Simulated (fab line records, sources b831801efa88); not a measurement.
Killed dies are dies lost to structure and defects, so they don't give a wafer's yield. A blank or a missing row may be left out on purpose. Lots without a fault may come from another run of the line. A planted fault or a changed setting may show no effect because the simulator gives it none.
Problem report in the 8D (eight disciplines) form, filled by code | flow sky130 | the parts of the form that need people (team, actions taken, sign-off) are left out

1. THE PROBLEM
cd_nm at SKY_SONOS_ONO_CD_MEAS_13 reads a mean of 384.3 nm on 3 wafers of 3 lots; wafers without a fault read 410.0 nm with a standard deviation of 2.1. That is -12 standard deviations from the usual mean.
The step: target cd 410 nm.
First seen on wafer L962.3, day 15 14:46, on cd_sem-02. The record holds 34 wafers of 12 lots with a number at this step. Rule for "out", or "out of limits": more than 4 standard deviations from the usual mean. The other wafers with a number count as sound.

2. WHAT IT IS AND WHAT IT IS NOT
question                    | is                     | is not
which readings at this step | cd_nm                  | -
which lots                  | L962, L963, L964       | L954, L958, L959, L961, L971, L973, L974, L975, L977
which wafers of those lots  | L962.3, L963.6, L964.3 | L962.1, L962.2, L963.5, L964.5
read on which gauges        | cd_sem-02              | cd_sem-01
when                        | from day 15 14:46      | up to then (14 sound wafers); but 17 sound wafers of L963, L964, L971, L973, L974, L975, L977 came after

3. SUSPECTS, AND WHAT RULES EACH OUT
Counting: a tool at a process step up to the reading stays a suspect if it ran every lot that is out. Sound lots after the first of them don't rule it out here, since some wafers of a struck lot are sound.
- the gauge at SKY_SONOS_ONO_CD_MEAS_13: kept. All the wafers that are out were read on cd_sem-02, and no step on other tools shows them out.
- iline_stepper-02 at SKY_SONOS_ONO_EXPOSE_10 (exposes mask ONOM, target cd 410 nm): kept. It ran every lot that is out, first L962 (day 15 01:01); its last sound lot up to then is L961 (day 15 00:29).
Left after counting: iline_stepper-02 at SKY_SONOS_ONO_EXPOSE_10, cd_sem-02 at SKY_SONOS_ONO_CD_MEAS_13.

4. THE CAUSE (what the simulator had put in)
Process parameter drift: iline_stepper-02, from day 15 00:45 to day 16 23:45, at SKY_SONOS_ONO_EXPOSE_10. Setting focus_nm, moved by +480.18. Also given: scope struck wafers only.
Counting left 2 suspects, and this tool is among them.

5. THE CHAIN OF EFFECTS, in route order
Each row: a reading whose mean over the struck wafers that have a number lies more than 3 standard deviations from the usual. Only readings for which the record gives a usual standard deviation are gone through. hours: the time from each lot's start at the first step in this table that gives one to its start at this step, as a median over the lots. sigmas: the change in usual standard deviations.
hours | step                     | reading | usual    | on struck wafers | change | sigmas
0     | SKY_SONOS_ONO_CD_MEAS_13 | cd_nm   | 410.0 nm | 384.3            | -25.7  | -12

6. WHAT WOULD HAVE CAUGHT IT SOONER
In this record the first reading out of limits at a measuring or inspecting step was taken at day 15 14:46, 14 hours after the fault began at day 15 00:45.
Of the tool readings at SKY_SONOS_ONO_EXPOSE_10 for which the record gives a usual standard deviation, none was out on any struck wafer, so an alarm limit of 4 standard deviations on them would not have fired.
Of the lots that are out (3), L964 began SKY_SONOS_ONO_EXPOSE_10 on iline_stepper-02 after day 15 14:46. A hold on the tool at that time would have spared it.
